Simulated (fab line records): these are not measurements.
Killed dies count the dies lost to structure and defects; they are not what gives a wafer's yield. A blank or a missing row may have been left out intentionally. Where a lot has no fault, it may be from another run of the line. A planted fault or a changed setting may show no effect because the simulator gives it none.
Commonality check across tools ; flow gf180mcu ; 13 lots and 39 wafers in the sample

== WHY THIS WAS OPENED ==
At GF_CONTACT_CD_MEAS_14 the reading cd_nm is flagged on 2 of 13 lots. No-fault wafers: 220.1 nm, standard deviation 1.5.
Rule: a lot is flagged in two cases, either no wafer of it has a number, or all its wafers with numbers fall more than 4 standard deviations from that mean. The rest of the lots are taken to be sound.

lot;measured;on;cd_nm (nm), wafer by wafer;flag
L640;day 16 16:32;cd_sem-01;219.8 221.3 221.2;
L641;day 17 02:11;cd_sem-01;223.4 221.2 221.4;
L642;day 17 09:16;cd_sem-01;217.1 218.0 218.0;
L643;day 17 15:39;cd_sem-02;222.6 221.4 220.9;
L644;day 18 03:21;cd_sem-01;219.3 219.3 220.8;
L645;day 18 17:45;cd_sem-01;221.5 220.8 220.7;
L648;day 20 02:44;cd_sem-01;211.8 212.8 212.5;FLAGGED
L651;day 21 01:12;cd_sem-01;213.0 212.7 213.7;FLAGGED
L654;day 22 00:26;cd_sem-01;219.2 219.5 219.8;
L655;day 22 09:47;cd_sem-01;221.2 221.1 219.3;
L660;day 23 23:41;cd_sem-01;222.4 222.0 222.4;
L659;day 24 00:03;cd_sem-02;222.2 221.6 222.6;
L661;day 24 10:14;cd_sem-01;219.2 219.4 219.8;
Average over the flagged lots: 212.8 nm; offset from the usual -7.3 nm, equal to -5 standard deviations.

== EACH LOT AND THE TOOL IT RAN ON ==
2 process steps preceding the reading are held in the record, out of 602 steps in the route. Cell contents, in order: the tool; ch with the chambers the sampled wafers went through; the start.
lot;flag;GF_CONTACT_CMP_04;GF_CONTACT_PEB_12
L640;;cmp-02 ch 1,2,3, day 15 17:22;litho_track-04 ch 0, day 16 16:11
L641;;cmp-01 ch 0,1,3, day 16 02:50;litho_track-04 ch 0, day 17 01:50
L642;;cmp-01 ch 1,2,3, day 16 10:39;litho_track-02 ch 0, day 17 08:56
L643;;cmp-02 ch 0,2,3, day 16 17:54;litho_track-02 ch 0, day 17 15:19
L644;;cmp-02 ch 1,2,3, day 17 04:10;litho_track-02 ch 0, day 18 03:01
L645;;cmp-02 ch 0,3, day 17 17:16;litho_track-02 ch 0, day 18 17:25
L648;FLAGGED;cmp-01 ch 0,2, day 19 02:17;litho_track-02 ch 0, day 20 02:23
L651;FLAGGED;cmp-02 ch 0,1,2, day 20 00:47;litho_track-02 ch 0, day 21 00:52
L654;;cmp-01 ch 2,3, day 21 00:22;litho_track-01 ch 0, day 22 00:07
L655;;cmp-02 ch 1,2,3, day 21 09:45;litho_track-04 ch 0, day 22 09:26
L660;;cmp-01 ch 0,2, day 23 00:51;litho_track-02 ch 0, day 23 23:20
L659;;cmp-02 ch 0,1, day 23 01:01;litho_track-02 ch 0, day 23 23:43
L661;;cmp-01 ch 0,1,3, day 23 10:51;litho_track-01 ch 0, day 24 09:55
What is done by these steps:
- GF_CONTACT_CMP_04: polishes SiO2.
- GF_CONTACT_PEB_12: peb time 90 s.
- GF_CONTACT_CD_MEAS_14: target cd 220 nm.

== FLAGGED AGAINST TOTAL, ONE TOOL AT A TIME (gauges that did the reading follow at the end) ==
step;tool;lots run;flagged;share of the flagged lots;sound lots run after its first flagged lot
GF_CONTACT_CMP_04;cmp-01;6;1;some;3 (L654,L660,L661)
GF_CONTACT_CMP_04;cmp-02;7;1;some;2 (L655,L659)
GF_CONTACT_PEB_12;litho_track-01;2;0;none;-
GF_CONTACT_PEB_12;litho_track-02;8;2;all;2 (L660,L659)
GF_CONTACT_PEB_12;litho_track-04;3;0;none;-
GF_CONTACT_CD_MEAS_14;cd_sem-01;11;2;all;4 (L654,L655,L660,L661)
GF_CONTACT_CD_MEAS_14;cd_sem-02;2;0;none;-

== WHAT THE TABLE PERMITS ==
Every flagged lot went through 2 rows of the table: litho_track-02 at GF_CONTACT_PEB_12 and cd_sem-01 at GF_CONTACT_CD_MEAS_14.
- litho_track-02 at GF_CONTACT_PEB_12: 2 of its 8 lots flagged. After the first flagged lot (L660, L659), sound lots still ran on it; a lasting fault on the whole tool would not permit that. Its own readings (heater_power_total_W) fall more than 4 standard deviations out on all wafers of the flagged lots.
- cd_sem-01 at GF_CONTACT_CD_MEAS_14: 2 of its 11 lots flagged. After the first flagged lot (L654, L655, L660, L661), sound lots still ran on it; a lasting fault on the whole tool would not permit that.
No row of the table ran every flagged lot and no sound lot after the first.

== WHAT HAD BEEN PUT IN BY THE SIMULATOR ==
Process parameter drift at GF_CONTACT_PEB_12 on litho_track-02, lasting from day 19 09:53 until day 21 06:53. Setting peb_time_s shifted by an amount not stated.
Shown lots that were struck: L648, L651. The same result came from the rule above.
